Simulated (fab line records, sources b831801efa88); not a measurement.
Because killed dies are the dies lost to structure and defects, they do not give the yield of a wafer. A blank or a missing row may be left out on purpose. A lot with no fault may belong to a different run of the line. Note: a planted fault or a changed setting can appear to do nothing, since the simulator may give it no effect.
Which of the tools did it? || flow sky130 || 36 wafers from 12 lots sampled at 3 of the route's 708 steps

== WHAT THE GAUGES SHOWED, per wafer ==
SKY_VIA2_OVL_MEAS_13.
{"lot": "L075", "measured": "day 36 16:08", "on": "overlay-02", "VIA2_OVL (nm)": "3 6 14"}
{"lot": "L077", "measured": "day 37 19:02", "on": "overlay-01", "VIA2_OVL (nm)": "-3 -5 -6"}
{"lot": "L078", "measured": "day 38 06:38", "on": "overlay-02", "VIA2_OVL (nm)": "5 -2 4"}
{"lot": "L081", "measured": "day 38 23:32", "on": "overlay-02", "VIA2_OVL (nm)": "9 10 7"}
{"lot": "L083", "measured": "day 39 01:19", "on": "overlay-01", "VIA2_OVL (nm)": "-2 -4 5"}
{"lot": "L085", "measured": "day 39 22:02", "on": "overlay-02", "VIA2_OVL (nm)": "-3 9 2"}
{"lot": "L087", "measured": "day 40 12:11", "on": "overlay-02", "VIA2_OVL (nm)": "6 -1 4"}
{"lot": "L088", "measured": "day 40 23:07", "on": "overlay-02", "VIA2_OVL (nm)": "-4 -7 -9"}
{"lot": "L091", "measured": "day 41 15:21", "on": "overlay-01", "VIA2_OVL (nm)": "0 -4 -7"}
{"lot": "L093", "measured": "day 42 01:26", "on": "overlay-01", "VIA2_OVL (nm)": "-2 3 -3"}
{"lot": "L095", "measured": "day 42 11:47", "on": "overlay-02", "VIA2_OVL (nm)": "5 1 -5"}
{"lot": "L097", "measured": "day 43 03:22", "on": "overlay-02", "VIA2_OVL (nm)": "-9 -6 -3"}

== TOOL THAT RAN EACH LOT (tool first, then ch and the chambers of the sampled wafers, then the start) ==
{"lot": "L075", "SKY_METAL1_SPUTTER_02": "pvd sputter-04, day 32 01:02", "SKY_METAL1_METAL_ETCH_19": "rie metal-01 ch 0,1, day 33 05:17"}
{"lot": "L077", "SKY_METAL1_SPUTTER_02": "pvd sputter-04, day 33 06:41", "SKY_METAL1_METAL_ETCH_19": "rie metal-02 ch 0, day 34 09:31"}
{"lot": "L078", "SKY_METAL1_SPUTTER_02": "pvd sputter-04, day 33 17:29", "SKY_METAL1_METAL_ETCH_19": "rie metal-01 ch 0,1, day 34 20:04"}
{"lot": "L081", "SKY_METAL1_SPUTTER_02": "pvd sputter-01, day 34 11:04", "SKY_METAL1_METAL_ETCH_19": "rie metal-03 ch 0,1, day 35 13:31"}
{"lot": "L083", "SKY_METAL1_SPUTTER_02": "pvd sputter-01, day 34 14:11", "SKY_METAL1_METAL_ETCH_19": "rie metal-01 ch 0,1, day 35 16:35"}
{"lot": "L085", "SKY_METAL1_SPUTTER_02": "pvd sputter-04, day 35 10:11", "SKY_METAL1_METAL_ETCH_19": "rie metal-03 ch 0,1, day 36 12:49"}
{"lot": "L087", "SKY_METAL1_SPUTTER_02": "pvd sputter-01, day 36 02:05", "SKY_METAL1_METAL_ETCH_19": "rie metal-01 ch 0,1, day 37 04:37"}
{"lot": "L088", "SKY_METAL1_SPUTTER_02": "pvd sputter-02, day 36 12:52", "SKY_METAL1_METAL_ETCH_19": "rie metal-02 ch 0,1, day 37 15:21"}
{"lot": "L091", "SKY_METAL1_SPUTTER_02": "pvd sputter-04, day 37 06:38", "SKY_METAL1_METAL_ETCH_19": "rie metal-02 ch 0,1, day 38 08:59"}
{"lot": "L093", "SKY_METAL1_SPUTTER_02": "pvd sputter-04, day 37 17:48", "SKY_METAL1_METAL_ETCH_19": "rie metal-01 ch 0,1, day 38 19:56"}
{"lot": "L095", "SKY_METAL1_SPUTTER_02": "pvd sputter-04, day 38 03:45", "SKY_METAL1_METAL_ETCH_19": "rie metal-01 ch 0,1, day 39 05:19"}
{"lot": "L097", "SKY_METAL1_SPUTTER_02": "pvd sputter-02, day 38 21:52", "SKY_METAL1_METAL_ETCH_19": "rie metal-01 ch 0,1, day 39 22:53"}
- SKY_METAL1_SPUTTER_02: material AlCu, target thk 250 nm, time 13.3 s.
- SKY_METAL1_METAL_ETCH_19: etches the open film in Cl2/BCl3, stops on SiO2, target depth 360 nm, time 78 s.

== THE ANSWER, worked out from the rows above alone ==
Rule: the usual values come from the lots themselves. The widest of any qualifying gaps counts: lots, ordered by their means at a reading, are off when they make up no more than a third of the lots, leave a main group of 4 or more, and stand apart from it by 3 or more times the standard deviation of that group's means. Not used: any main group whose means are identical at the precision the tables above print for the reading. A lot without any number at a reading at which 4 lots or more have one is off too. Any other lot the step has rows for is counted as sound.
None of the lots is off at any reading shown; this tells nothing.

== WHAT THE SIMULATOR PUT IN ==
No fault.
